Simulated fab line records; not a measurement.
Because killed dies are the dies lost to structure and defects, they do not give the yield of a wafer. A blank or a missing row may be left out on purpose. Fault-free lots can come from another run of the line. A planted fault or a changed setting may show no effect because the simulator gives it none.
fab line records + flow sky130
record:
- lots: 6
- wafers: 18
- last-day: 49
route steps=708 shown FIELD_ISO@3 PAD_OPEN@708
lots untouched by any fault: they come from a run of this same line in which no faults occurred
start-h: hours from the record's first day to the start of the lot's first wafer shown + wait-h: how many hours have passed since the lot's step before this one + " repeats the value in the row above + L1.1+2: a row that stands for several wafers + - no value, or no start was given + * or withheld: withheld + < > ~ a bound
route shown NAME@n: names a module that has steps shown in the file, with the first one's number in the route + usual: average and standard deviation across the fault-free wafers + same: alike in all rows + chamber/n: place in a boat + sites: the reading at each site + _std_site: standard deviation of those values + _edge_site: inner sites' mean taken away from outer sites' mean + radius-mm: how far each site lies from the wafer's centre + mask NAME#n: copy n + behind: the most recent tool/chamber to have shaped the wafer + hold: cause of the lot's hold/its duration in hours/its outcome + device: which transistor (n, p or np) failed to switch + end of line: the route-end tests of the same wafers + step lacking rows: just its recipe + killed: not the wafer's yield, but the dies lost to structure and defects at the first sort + map: per-die view of a wafer (x killed, . not killed, _ where there is no die)
set.NAME: the setting as run; set.NAME@STEP: as run at that earlier step + model.NAME: the simulator's own value behind a step, which no gauge read
certain route steps with their lots: each step a table, each wafer a row
services: a tool's chamber out of use, with start hour (start-h, from the record's first day; less than 0 if before it), hours out, and reason
== steps ==
step: SKY_FIELD_ISO_THK_MEAS_02
recipe:
- reads: SiO2_of_FIELD_ISO_OXIDATION_01
usual:
- FIELD_ISO_OXIDATION_00_THK: 11.97/0.21
| lot.wafer | tool          | chamber | start-h | wait-h | FIELD_ISO_OXIDATION_00_THK[nm] |
|-----------|---------------|---------|---------|--------|--------------------------------|
| L932.4    | film-metro-01 | -       | 16.98   | 0.0    | 12.39                          |
| L932.5    | "             | -       | "       | "      | 12.35                          |
| L932.6    | "             | -       | "       | "      | 12.47                          |
| L936.1    | film-metro-01 | -       | 37.83   | 0.0    | 12.17                          |
| L936.3    | "             | -       | "       | "      | 12.11                          |
| L936.4    | "             | -       | "       | "      | 11.85                          |
| L940.4    | film-metro-01 | -       | 56.69   | 0.0    | 11.92                          |
| L940.5    | "             | -       | "       | "      | 11.68                          |
| L940.6    | "             | -       | "       | "      | 11.85                          |
| L941.1    | film-metro-04 | -       | 65.32   | 0.0    | 11.66                          |
| L941.2    | "             | -       | "       | "      | 11.85                          |
| L941.3    | "             | -       | "       | "      | 11.70                          |
| L947.2    | film-metro-01 | -       | 92.71   | 0.0    | 12.21                          |
| L947.3    | "             | -       | "       | "      | 11.99                          |
| L947.4    | "             | -       | "       | "      | 12.10                          |
| L948.1    | film-metro-02 | -       | 96.63   | 0.0    | 12.13                          |
| L948.2    | "             | -       | "       | "      | 11.84                          |
| L948.6    | "             | -       | "       | "      | 12.09                          |
step: SKY_FIELD_ISO_CVD_03
recipe:
- material: Si3N4
- precursor: DCS/NH3
- target-thk-nm: 165
- temp-c: 770
- time-s: 2830
- pressure-mtorr: 250
step: SKY_FIELD_ISO_THK_MEAS_04
recipe:
- reads: Si3N4_of_FIELD_ISO_CVD_03
usual:
- FIELD_ISO_CVD_03_THK: 166.0/1.1
| lot.wafer | tool          | chamber | start-h | wait-h | FIELD_ISO_CVD_03_THK[nm] |
|-----------|---------------|---------|---------|--------|--------------------------|
| L932.4    | film-metro-04 | -       | 18.83   | 0.0    | 166.3                    |
| L932.5    | "             | -       | "       | "      | 166.5                    |
| L932.6    | "             | -       | "       | "      | 166.1                    |
| L936.1    | film-metro-04 | -       | 40.14   | 0.0    | 167.5                    |
| L936.3    | "             | -       | "       | "      | 165.9                    |
| L936.4    | "             | -       | "       | "      | 167.3                    |
| L940.4    | film-metro-01 | -       | 59.50   | 0.0    | 166.8                    |
| L940.5    | "             | -       | "       | "      | 165.4                    |
| L940.6    | "             | -       | "       | "      | 166.0                    |
| L941.1    | film-metro-04 | -       | 68.14   | 0.0    | 166.7                    |
| L941.2    | "             | -       | "       | "      | 164.7                    |
| L941.3    | "             | -       | "       | "      | 164.8                    |
| L947.2    | film-metro-04 | -       | 94.55   | 0.0    | 164.6                    |
| L947.3    | "             | -       | "       | "      | 165.1                    |
| L947.4    | "             | -       | "       | "      | 164.0                    |
| L948.1    | film-metro-04 | -       | 99.33   | 0.0    | 167.8                    |
| L948.2    | "             | -       | "       | "      | 167.4                    |
| L948.6    | "             | -       | "       | "      | 165.4                    |
step: SKY_FIELD_ISO_DEHYDRATE_05
recipe:
- temp-c: 200
- time-s: 60
step: SKY_FIELD_ISO_HMDS_06
recipe:
- prime-time-s: 60
- prime-temp-c: 120
step: SKY_FIELD_ISO_COAT_07
recipe:
- resist: BARC
- temp-c: withheld
- time-s: withheld
- spin-rpm: 3000
- resist-thk-nm: 60
step: SKY_FIELD_ISO_COAT_08
recipe:
- resist: KrF-thick
- spin-rpm: 3000
- resist-thk-nm: 450
step: SKY_FIELD_ISO_SOFTBAKE_09
recipe:
- temp-c: 100
- time-s: 90
- resist: KrF-thick
step: SKY_FIELD_ISO_EXPOSE_10
recipe:
- mask-id: FOM
- na: 0.68
- source-shape: annular
- sigma-inner: 0.4
- sigma-outer: 0.8
- target-cd-nm: 150
- dose-mj: 28
step: SKY_FIELD_ISO_PEB_11
recipe:
- peb-temp-c: withheld
- peb-time-s: withheld
- resist: KrF-thick
step: SKY_FIELD_ISO_DEVELOP_12
recipe:
- develop-time-s: 60
- resist: KrF-thick
- dev-temp-c: 21
step: SKY_FIELD_ISO_CD_MEAS_13
recipe:
- target-cd-nm: 150
usual:
- cd-nm: 150.7/1.8
| lot.wafer | tool      | chamber | start-h | wait-h | cd-nm |
|-----------|-----------|---------|---------|--------|-------|
| L932.4    | cd-sem-01 | -       | 32.36   | -      | 148.5 |
| L932.5    | "         | -       | "       | "      | 147.5 |
| L932.6    | "         | -       | "       | "      | 147.2 |
| L936.1    | cd-sem-02 | -       | 55.05   | -      | 151.2 |
| L936.3    | "         | -       | "       | "      | 150.1 |
| L936.4    | "         | -       | "       | "      | 150.7 |
| L940.4    | cd-sem-01 | -       | 76.26   | -      | 150.9 |
| L940.5    | "         | -       | "       | "      | 152.6 |
| L940.6    | "         | -       | "       | "      | 152.6 |
| L941.1    | cd-sem-02 | -       | 85.34   | -      | 152.5 |
| L941.2    | "         | -       | "       | "      | 148.4 |
| L941.3    | "         | -       | "       | "      | 150.1 |
| L947.2    | cd-sem-01 | -       | 112.26  | -      | 149.3 |
| L947.3    | "         | -       | "       | "      | 149.9 |
| L947.4    | "         | -       | "       | "      | 150.1 |
| L948.1    | cd-sem-02 | -       | 117.64  | -      | 152.7 |
| L948.2    | "         | -       | "       | "      | 152.9 |
| L948.6    | "         | -       | "       | "      | 152.5 |
step: SKY_FIELD_ISO_ETCH_14
recipe:
- chemistry: N2/H2
- target: BARC
- ion-energy-ev: 200
- source-w: 500
- bias-w: 100
- pressure-mtorr: 30
- n2-flow-sccm: 100
- h2-flow-sccm: 200
- stop-on: SiO2
- time-s: 45.9
- target-depth-a: 600
usual:
- drypump-motor-current-A: 5.7/0.47
- oes-product-au: 0.855/0.0049
- run-length-s: 74.2/0.38
- throttle-valve-pct: 13.223/0.0083
| lot.wafer | tool        | chamber | start-h | wait-h | drypump-motor-current-A | oes-product-au | rf-hours-counter-h | run-length-s | throttle-valve-pct | model.KrF-thick_of_FIELD_ISO_COAT_08.thk-nm |
|-----------|-------------|---------|---------|--------|-------------------------|----------------|--------------------|--------------|--------------------|---------------------------------------------|
| L932.4    | rie-diel-02 | 3       | 32.42   | 0.0    | 5.3                     | 0.858          | 173                | 74.3         | 13.226             | 392.4                                       |
| L932.5    | "           | 2       | "       | "      | 5.8                     | 0.854          | -                  | 74.4         | 13.222             | 393.7                                       |
| L932.6    | "           | 3       | "       | "      | 5.3                     | 0.851          | -                  | 74.6         | 13.223             | 393.2                                       |
| L936.1    | rie-diel-01 | 2       | 55.17   | 0.1    | 5.4                     | 0.853          | 6                  | 73.7         | 13.230             | 392.5                                       |
| L936.3    | "           | 3       | "       | "      | 5.3                     | 0.860          | 122                | 73.7         | 13.228             | 393.3                                       |
| L936.4    | "           | 0       | "       | "      | 5.7                     | 0.859          | 3                  | 74.5         | 13.226             | 392.4                                       |
| L940.4    | rie-diel-01 | 0       | 76.32   | 0.0    | 5.7                     | 0.779          | 4                  | 83.0         | 13.218             | 384.9                                       |
| L940.5    | "           | 0       | "       | "      | 5.6                     | 0.775          | -                  | 82.7         | 13.210             | 384.8                                       |
| L940.6    | "           | 3       | "       | "      | 5.4                     | 0.783          | -                  | 82.1         | 13.223             | 384.6                                       |
| L941.1    | rie-diel-01 | 1       | 85.46   | 0.1    | 6.3                     | 0.780          | 157                | 83.0         | 13.235             | 383.9                                       |
| L941.2    | "           | 3       | "       | "      | 5.3                     | 0.778          | 123                | 82.3         | 13.222             | 383                                         |
| L941.3    | "           | 2       | "       | "      | 5.4                     | 0.785          | 7                  | 82.1         | 13.227             | 381.1                                       |
| L947.2    | rie-diel-02 | 2       | 112.36  | 0.1    | 5.8                     | 0.858          | 71                 | 74.2         | 13.240             | 393.8                                       |
| L947.3    | "           | 0       | "       | "      | 5.3                     | 0.858          | 9                  | 73.7         | 13.218             | 393.8                                       |
| L947.4    | "           | 3       | "       | "      | 5.3                     | 0.856          | 1                  | 74.3         | 13.209             | 393.1                                       |
| L948.1    | rie-diel-02 | 3       | 117.76  | 0.1    | 5.3                     | 0.849          | 1                  | 74.2         | 13.218             | 394.5                                       |
| L948.2    | "           | 2       | "       | "      | 5.8                     | 0.858          | 71                 | 73.9         | 13.231             | 396                                         |
| L948.6    | "           | 1       | "       | "      | 6.6                     | 0.862          | -                  | 73.8         | 13.223             | 394.4                                       |
step: SKY_FIELD_ISO_ETCH_15
recipe:
- chemistry: CHF3/O2
- target-depth-nm: 180
- stop-on: Si
- source-w: 600
- bias-w: 194.3
- pressure-mtorr: 40
- chf3-flow-sccm: 50
- O2_flow_sccm: 5
- time-s: 72
usual:
- drypump-motor-current-A: 5.7/0.47
- oes-product-au: 0.949/0.0061
- run-length-s: 100.3/0.38
- throttle-valve-pct: 8.845/0.0097
| lot.wafer | tool        | chamber | start-h | wait-h | drypump-motor-current-A | oes-product-au | rf-hours-counter-h | run-length-s | throttle-valve-pct | model.KrF-thick_of_FIELD_ISO_COAT_08.thk-nm |
|-----------|-------------|---------|---------|--------|-------------------------|----------------|--------------------|--------------|--------------------|---------------------------------------------|
| L932.4    | rie-diel-02 | 3       | 32.46   | 0.0    | 5.3                     | 0.945          | 173                | 100.8        | 8.860              | 236.9                                       |
| L932.5    | "           | 2       | "       | "      | 5.8                     | 0.953          | -                  | 100.1        | 8.852              | 241.2                                       |
| L932.6    | "           | 3       | "       | "      | 5.3                     | 0.953          | -                  | 100.9        | 8.840              | 236.9                                       |
| L936.1    | rie-diel-01 | 2       | 55.21   | 0.0    | 5.4                     | 0.953          | 6                  | 99.6         | 8.855              | 232.6                                       |
| L936.3    | "           | 3       | "       | "      | 5.3                     | 0.954          | 122                | 99.9         | 8.835              | 234.2                                       |
| L936.4    | "           | 0       | "       | "      | 5.7                     | 0.952          | 3                  | 100.4        | 8.847              | 232.9                                       |
| L940.4    | rie-diel-01 | 0       | 76.36   | 0.0    | 5.7                     | 0.950          | 4                  | 101.0        | 8.839              | 226.7                                       |
| L940.5    | "           | 0       | "       | "      | 5.7                     | 0.958          | -                  | 100.8        | 8.849              | 226                                         |
| L940.6    | "           | 3       | "       | "      | 5.3                     | 0.949          | -                  | 99.9         | 8.853              | 225.4                                       |
| L941.1    | rie-diel-01 | 1       | 85.50   | 0.0    | 6.3                     | 0.946          | 157                | 101.2        | 8.862              | 231                                         |
| L941.2    | "           | 3       | "       | "      | 5.3                     | 0.934          | 123                | 100.1        | 8.835              | 223.5                                       |
| L941.3    | "           | 2       | "       | "      | 5.4                     | 0.941          | 7                  | 100.0        | 8.841              | 221.4                                       |
| L947.2    | rie-diel-02 | 2       | 112.40  | 0.0    | 5.8                     | 0.944          | 71                 | 100.2        | 8.845              | 240.4                                       |
| L947.3    | "           | 0       | "       | "      | 5.2                     | 0.948          | 9                  | 100.0        | 8.870              | 239.9                                       |
| L947.4    | "           | 3       | "       | "      | 5.3                     | 0.941          | 1                  | 100.5        | 8.853              | 239.1                                       |
| L948.1    | rie-diel-02 | 3       | 117.80  | 0.0    | 5.3                     | 0.953          | 1                  | 100.5        | 8.838              | 241.5                                       |
| L948.2    | "           | 2       | "       | "      | 5.8                     | 0.951          | 71                 | 100.2        | 8.879              | 243.8                                       |
| L948.6    | "           | 1       | "       | "      | 6.6                     | 0.946          | -                  | 100.1        | 8.832              | 240.1                                       |
step: SKY_FIELD_ISO_STRIP_16
recipe:
- chemistry: O2/N2
- power-w: 1400
- pressure-mtorr: 1500
- platen-temp-c: withheld
- o2-flow-sccm: 3000
- n2-flow-sccm: 300
- overash-fraction: 0.5
usual:
- drypump-motor-current-A: 5.9/0.56
- oes-product-au: 0.377/0.0044
- strip-time-to-endpoint-s: 3.55/0.038
| lot.wafer | tool            | chamber | start-h | wait-h | drypump-motor-current-A | oes-product-au | rf-hours-counter-h | strip-time-to-endpoint-s |
|-----------|-----------------|---------|---------|--------|-------------------------|----------------|--------------------|--------------------------|
| L932.4    | plasma-asher-03 | 1       | 32.55   | 0.1    | 6.0                     | 0.386          | -                  | 3.55                     |
| L932.5    | "               | 0       | "       | "      | 6.6                     | 0.375          | -                  | 3.58                     |
| L932.6    | "               | 1       | "       | "      | 6.0                     | 0.386          | -                  | 3.56                     |
| L936.1    | plasma-asher-01 | 0       | 55.27   | 0.0    | 5.5                     | 0.371          | 27                 | 3.51                     |
| L936.3    | "               | 1       | "       | "      | 5.1                     | 0.371          | -                  | 3.52                     |
| L936.4    | "               | 0       | "       | "      | 5.5                     | 0.385          | -                  | 3.51                     |
| L940.4    | plasma-asher-01 | 1       | 76.45   | 0.1    | 5.1                     | 0.372          | -                  | 3.44                     |
| L940.5    | "               | 1       | "       | "      | 5.1                     | 0.378          | -                  | 3.44                     |
| L940.6    | "               | 0       | "       | "      | 5.5                     | 0.370          | -                  | 3.43                     |
| L941.1    | plasma-asher-03 | 0       | 85.56   | 0.0    | 6.6                     | 0.375          | 43                 | 3.49                     |
| L941.2    | "               | 1       | "       | "      | 6.0                     | 0.373          | 43                 | 3.42                     |
| L941.3    | "               | 0       | "       | "      | 6.5                     | 0.371          | -                  | 3.39                     |
| L947.2    | plasma-asher-04 | 1       | 112.46  | 0.0    | 6.5                     | 0.377          | 42                 | 3.60                     |
| L947.3    | "               | 1       | "       | "      | 6.5                     | 0.380          | -                  | 3.58                     |
| L947.4    | "               | 0       | "       | "      | 5.2                     | 0.379          | -                  | 3.56                     |
| L948.1    | plasma-asher-01 | 1       | 117.86  | 0.0    | 5.2                     | 0.381          | 35                 | 3.62                     |
| L948.2    | "               | 0       | "       | "      | 5.5                     | 0.381          | 35                 | 3.62                     |
| L948.6    | "               | 1       | "       | "      | 5.2                     | 0.380          | -                  | 3.60                     |
step: SKY_FIELD_ISO_ETCH_17
recipe:
- target-depth-a: 3420
- mask-material: Si3N4
- chemistry: HBr/Cl2/O2
- target: Si
- taper-deg: 5
- icp-w: 600
- bias-w: 150
- pressure-mtorr: 15
- HBr_flow_sccm: 150
- Cl2_flow_sccm: 40
- O2_flow_sccm: 6
- time-s: 97.7
usual:
- drypump-motor-current-A: 5.7/0.46
- oes-product-au: 1.002/0.0098
- run-length-s: 126.1/0.42
- throttle-valve-pct: 25.656/0.011
| lot.wafer | tool      | chamber | start-h | wait-h | drypump-motor-current-A | oes-product-au | rf-hours-counter-h | run-length-s | throttle-valve-pct |
|-----------|-----------|---------|---------|--------|-------------------------|----------------|--------------------|--------------|--------------------|
| L932.4    | rie-si-01 | 3       | 32.62   | 0.0    | 5.4                     | 0.993          | 46                 | 126.2        | 25.668             |
| L932.5    | "         | 3       | "       | "      | 5.4                     | 0.998          | -                  | 126.9        | 25.644             |
| L932.6    | "         | 0       | "       | "      | 5.1                     | 0.990          | -                  | 125.6        | 25.662             |
| L936.1    | rie-si-02 | 3       | 55.37   | 0.1    | 6.1                     | 1.004          | 139                | 126.8        | 25.648             |
| L936.3    | "         | 2       | "       | "      | 5.5                     | 1.003          | 82                 | 126.0        | 25.654             |
| L936.4    | "         | 0       | "       | "      | 6.1                     | 1.000          | 94                 | 126.6        | 25.643             |
| L940.4    | rie-si-02 | 1       | 76.52   | 0.0    | 6.3                     | 0.996          | 145                | 126.1        | 25.637             |
| L940.5    | "         | 3       | "       | "      | 6.1                     | 1.007          | -                  | 126.2        | 25.663             |
| L940.6    | "         | 0       | "       | "      | 6.1                     | 0.985          | -                  | 126.4        | 25.664             |
| L941.1    | rie-si-02 | 3       | 85.66   | 0.1    | 6.1                     | 1.019          | 139                | 126.2        | 25.657             |
| L941.2    | "         | 1       | "       | "      | 6.4                     | 0.992          | 145                | 126.4        | 25.662             |
| L941.3    | "         | 0       | "       | "      | 6.1                     | 1.003          | 94                 | 126.0        | 25.665             |
| L947.2    | rie-si-01 | 2       | 112.56  | 0.1    | 5.1                     | 1.010          | 36                 | 125.9        | 25.631             |
| L947.3    | "         | 0       | "       | "      | 5.1                     | 1.005          | 75                 | 125.6        | 25.634             |
| L947.4    | "         | 1       | "       | "      | 6.1                     | 0.997          | 0                  | 125.3        | 25.648             |
| L948.1    | rie-si-02 | 2       | 117.96  | 0.1    | 5.5                     | 0.998          | 82                 | 125.8        | 25.654             |
| L948.2    | "         | 0       | "       | "      | 6.1                     | 1.014          | 94                 | 126.2        | 25.648             |
| L948.6    | "         | 2       | "       | "      | 5.5                     | 1.006          | -                  | 125.4        | 25.653             |
step: SKY_PAD_OPEN_PROBE_99
usual:
- killed_at_M0_to_M3: 43/6.8
- killed_at_M4_up: 3.1/1.6
- killed-at-contacts: 24/5.4
- killed-at-front-end: 16/4.4
- killed-at-other: 0.2/0.48
- killed-dies: 87/8.8
- killed-on-rim: 17/3.4
- killed-open: 48/6.4
- killed-short: 39/6.2
same:
- gross-dies: 492
- killed-at-back-side: 0
| lot.wafer | tool      | chamber | start-h | wait-h | killed_at_M0_to_M3 | killed_at_M4_up | killed-at-contacts | killed-at-front-end | killed-at-other | killed-dies | killed-on-rim | killed-open | killed-short |
|-----------|-----------|---------|---------|--------|--------------------|-----------------|--------------------|---------------------|-----------------|-------------|---------------|-------------|--------------|
| L932.4    | prober-02 | -       | 1084.39 | 0.2    | 46                 | 4               | 14                 | 21                  | 0               | 85          | 17            | 49          | 36           |
| L932.5    | prober-02 | -       | 1084.44 | 0.2    | 35                 | 3               | 20                 | 14                  | 0               | 72          | 18            | 45          | 27           |
| L932.6    | prober-02 | -       | 1084.49 | 0.2    | 64                 | 4               | 21                 | 15                  | 0               | 104         | 22            | 54          | 50           |
| L936.1    | prober-01 | -       | 1116.41 | 0.1    | 47                 | 6               | 26                 | 11                  | 0               | 90          | 18            | 48          | 42           |
| L936.3    | prober-01 | -       | 1116.51 | 0.2    | 52                 | 4               | 20                 | 9                   | 0               | 85          | 22            | 56          | 29           |
| L936.4    | prober-01 | -       | 1116.56 | 0.2    | 44                 | 1               | 24                 | 12                  | 1               | 82          | 21            | 49          | 33           |
| L940.4    | prober-02 | -       | 1135.02 | 0.2    | 44                 | 3               | 20                 | 17                  | 1               | 85          | 18            | 49          | 36           |
| L940.5    | prober-02 | -       | 1135.07 | 0.2    | 44                 | 5               | 31                 | 16                  | 0               | 96          | 22            | 55          | 41           |
| L940.6    | prober-02 | -       | 1135.12 | 0.2    | 37                 | 6               | 35                 | 16                  | 0               | 94          | 21            | 50          | 44           |
| L941.1    | prober-01 | -       | 1141.58 | 0.1    | 43                 | 0               | 21                 | 15                  | 0               | 79          | 17            | 45          | 34           |
| L941.2    | prober-01 | -       | 1141.63 | 0.1    | 38                 | 1               | 29                 | 21                  | 0               | 89          | 17            | 45          | 44           |
| L941.3    | prober-01 | -       | 1141.68 | 0.2    | 47                 | 1               | 33                 | 20                  | 0               | 101         | 22            | 58          | 43           |
| L947.2    | prober-01 | -       | 1172.33 | 0.1    | 39                 | 5               | 17                 | 23                  | 0               | 84          | 18            | 50          | 34           |
| L947.3    | prober-01 | -       | 1172.38 | 0.2    | 44                 | 2               | 24                 | 16                  | 0               | 86          | 25            | 44          | 42           |
| L947.4    | prober-01 | -       | 1172.43 | 0.2    | 41                 | 6               | 22                 | 16                  | 0               | 85          | 15            | 56          | 29           |
| L948.1    | prober-02 | -       | 1174.79 | 0.1    | 39                 | 2               | 26                 | 16                  | 0               | 83          | 17            | 45          | 38           |
| L948.2    | prober-02 | -       | 1174.84 | 0.1    | 36                 | 3               | 27                 | 22                  | 1               | 89          | 17            | 51          | 38           |
| L948.6    | prober-02 | -       | 1175.04 | 0.2    | 35                 | 4               | 34                 | 13                  | 0               | 86          | 20            | 46          | 40           |
killed by level:class
L932.4 VIA1:geometric-particle:open=10 CONTACT:geometric-particle:open=8 VIA2:geometric-particle:open=8 POLY_GATE:geometric-particle:open=7 METAL1:geometric-particle:short=7 FIELD_ISO:geometric-particle:short=6 METAL2:geometric-particle:short=6 VIA3:geometric-particle:open=5
L932.5 CONTACT:geometric-particle:open=9 VIA1:geometric-particle:open=8 VIA3:geometric-particle:open=8 VIA2:geometric-particle:open=6 LI_CONTACT:geometric-particle:open=5 FIELD_ISO:geometric-particle:short=4 POLY_GATE:geometric-particle:open=4 VIA1:geometric-particle:short=4
L932.6 VIA1:geometric-particle:open=16 METAL2:geometric-particle:short=10 VIA2:geometric-particle:open=9 CONTACT:geometric-particle:open=8 VIA3:geometric-particle:open=7 VIA2:geometric-particle:short=7 VIA1:geometric-particle:short=6 FIELD_ISO:geometric-particle:open=4
L936.1 VIA1:geometric-particle:open=12 CONTACT:geometric-particle:open=10 LI_CONTACT:geometric-particle:open=7 POLY_GATE:geometric-particle:short=6 VIA2:geometric-particle:open=6 METAL4:geometric-particle:short=5 VIA2:geometric-particle:short=4 LI_CONTACT:geometric-particle:short=4
L936.3 VIA1:geometric-particle:open=20 CONTACT:geometric-particle:open=7 VIA3:geometric-particle:open=6 LI_CONTACT:geometric-particle:open=6 METAL1:geometric-particle:short=5 VIA2:geometric-particle:open=4 METAL4:geometric-particle:short=4 FIELD_ISO:geometric-particle:open=3
L936.4 VIA1:geometric-particle:open=12 LI_CONTACT:geometric-particle:open=8 METAL2:geometric-particle:short=7 CONTACT:geometric-particle:open=7 POLY_GATE:geometric-particle:open=5 VIA1:geometric-particle:short=5 VIA2:geometric-particle:open=5 VIA3:geometric-particle:open=5
L940.4 CONTACT:geometric-particle:open=10 VIA1:geometric-particle:open=10 VIA2:geometric-particle:open=8 VIA1:geometric-particle:short=7 FIELD_ISO:geometric-particle:short=5 FIELD_ISO:geometric-particle:open=5 CONTACT:geometric-particle:short=4 METAL1:geometric-particle:short=4
L940.5 VIA1:geometric-particle:open=15 CONTACT:geometric-particle:open=9 LOCAL_INTERCONNECT:geometric-particle:short=7 METAL2:geometric-particle:short=7 FIELD_ISO:geometric-particle:open=6 VIA2:geometric-particle:open=6 CONTACT:geometric-particle:short=5 POLY_GATE:geometric-particle:open=4
L940.6 VIA1:geometric-particle:open=13 CONTACT:geometric-particle:open=12 LOCAL_INTERCONNECT:geometric-particle:short=10 VIA3:geometric-particle:open=6 FIELD_ISO:geometric-particle:open=5 LI_CONTACT:geometric-particle:open=5 METAL4:geometric-particle:short=5 VIA1:geometric-particle:short=5
L941.1 VIA1:geometric-particle:open=9 CONTACT:geometric-particle:open=7 VIA2:geometric-particle:open=6 METAL2:geometric-particle:short=6 VIA3:geometric-particle:open=6 VIA1:geometric-particle:short=5 LI_CONTACT:geometric-particle:open=4 CONTACT:geometric-particle:short=4
L941.2 CONTACT:geometric-particle:open=10 VIA1:geometric-particle:short=9 LI_CONTACT:geometric-particle:open=7 CONTACT:geometric-particle:short=7 FIELD_ISO:geometric-particle:open=6 VIA2:geometric-particle:open=6 POLY_GATE:geometric-particle:open=5 VIA1:geometric-particle:open=5
L941.3 CONTACT:geometric-particle:open=13 VIA1:geometric-particle:open=11 LI_CONTACT:geometric-particle:open=7 VIA3:geometric-particle:open=7 LOCAL_INTERCONNECT:geometric-particle:short=6 VIA1:geometric-particle:short=6 FIELD_ISO:geometric-particle:short=5 FIELD_ISO:geometric-particle:open=5
L947.2 VIA1:geometric-particle:open=9 VIA2:geometric-particle:open=9 CONTACT:geometric-particle:open=7 FIELD_ISO:geometric-particle:open=5 POLY_GATE:geometric-particle:open=5 LI_CONTACT:geometric-particle:open=5 METAL4:geometric-particle:short=5 FIELD_ISO:geometric-particle:short=4
L947.3 VIA1:geometric-particle:open=10 VIA3:geometric-particle:open=8 CONTACT:geometric-particle:short=6 CONTACT:geometric-particle:open=6 VIA2:geometric-particle:open=6 FIELD_ISO:geometric-particle:open=5 POLY_GATE:geometric-particle:short=5 LI_CONTACT:geometric-particle:open=5
L947.4 VIA3:geometric-particle:open=11 VIA1:geometric-particle:open=9 CONTACT:geometric-particle:open=8 LI_CONTACT:geometric-particle:open=7 POLY_GATE:geometric-particle:open=6 VIA2:geometric-particle:open=5 POLY_GATE:geometric-particle:short=4 METAL1:geometric-particle:short=4
L948.1 CONTACT:geometric-particle:open=9 CONTACT:geometric-particle:short=7 VIA1:geometric-particle:open=7 VIA2:geometric-particle:open=6 VIA3:geometric-particle:open=6 POLY_GATE:geometric-particle:short=5 LI_CONTACT:geometric-particle:open=5 METAL1:geometric-particle:short=5
L948.2 VIA1:geometric-particle:open=10 CONTACT:geometric-particle:open=9 LI_CONTACT:geometric-particle:open=8 FIELD_ISO:geometric-particle:open=6 VIA1:geometric-particle:short=6 POLY_GATE:geometric-particle:short=5 LOCAL_INTERCONNECT:geometric-particle:short=4 VIA2:geometric-particle:open=4
L948.6 CONTACT:geometric-particle:open=10 CONTACT:geometric-particle:short=10 VIA1:geometric-particle:open=9 LI_CONTACT:geometric-particle:open=9 METAL2:geometric-particle:short=5 POLY_GATE:geometric-particle:short=4 VIA2:geometric-particle:short=4 FIELD_ISO:geometric-particle:open=3
== services ==
| tool            | chamber | start-h | hours | kind           |
|-----------------|---------|---------|-------|----------------|
| rie-diel-02     | 2       | 11.88   | 18.8  | repair         |
| plasma-asher-01 | -       | 15.72   | 2.8   | pm             |
| rie-si-02       | 3       | 27.13   | 1.0   | repair         |
| rie-si-02       | 0       | 29.46   | 2.4   | repair         |
| plasma-asher-04 | -       | 30.38   | 6.9   | repair         |
| rie-diel-01     | 2       | 44.20   | 2.5   | repair         |
| rie-diel-02     | 3       | 56.73   | -     | clean          |
| rie-diel-02     | 3       | 56.73   | 18.0  | scheduled-down |
| rie-diel-02     | 3       | 56.73   | 18.0  | vent-cycle     |
| rie-diel-01     | 1       | 78.41   | 3.9   | repair         |
| rie-si-01       | 1       | 80.38   | -     | clean          |
| rie-si-01       | 1       | 80.38   | 22.7  | scheduled-down |
| rie-si-01       | 1       | 80.38   | 22.7  | vent-cycle     |
| plasma-asher-04 | -       | 84.45   | 1.4   | repair         |
| rie-diel-02     | -       | 95.66   | 0.2   | repair         |
| rie-si-02       | 1       | 103.45  | -     | clean          |
| rie-si-02       | 1       | 103.45  | 20.1  | scheduled-down |
| rie-si-02       | 1       | 103.45  | 20.1  | vent-cycle     |
| rie-diel-01     | 1       | 103.97  | 15.2  | repair         |
| plasma-asher-03 | -       | 107.53  | 14.6  | pm             |
== key ==
first-sign:
- step: SKY_FIELD_ISO_ETCH_14
- reading: run-length-s
- direction: up
- sigmas: 22
- usual: *
- struck: *
effect:
- step: SKY_FIELD_ISO_ETCH_14
- reading: oes-product-au
- direction: down
- sigmas: 15
- usual: 0.855
- struck: 0.780
effect:
- step: SKY_FIELD_ISO_STRIP_16
- reading: strip-time-to-endpoint-s
- direction: down
- sigmas: 3.1
- usual: *
- struck: *
model-effect:
- step: SKY_FIELD_ISO_ETCH_14
- value: KrF-thick_of_FIELD_ISO_COAT_08.thk-nm
- without: 391.8
- struck: 383.7
model-effect:
- step: SKY_FIELD_ISO_ETCH_15
- value: KrF-thick_of_FIELD_ISO_COAT_08.thk-nm
- without: 233.8
- struck: 225.7
met-at SKY_FIELD_ISO_ETCH_14
struck-wafers L940.4,L940.5,L940.6,L941.1,L941.2,L941.3
tester-left-out L940,L941
onset-between 55.17 76.32
fault:
- kind: process-parameter-drift
- tool: rie-diel-01
- chamber: -
- onset-h: 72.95
- steps: SKY_FIELD_ISO_ETCH_14
- channel: time-s
- offset: *
- shape: step
- end-h: 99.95
- acts-in: *
- stated: *
tester-left-out: of these lots the tester's yield and bins aren't shown, on N5 and GAA mostly nor the transistor test; their killed dies are dies lost to structure and defects alone, not to doping, threshold or leakage, so they don't give the yield
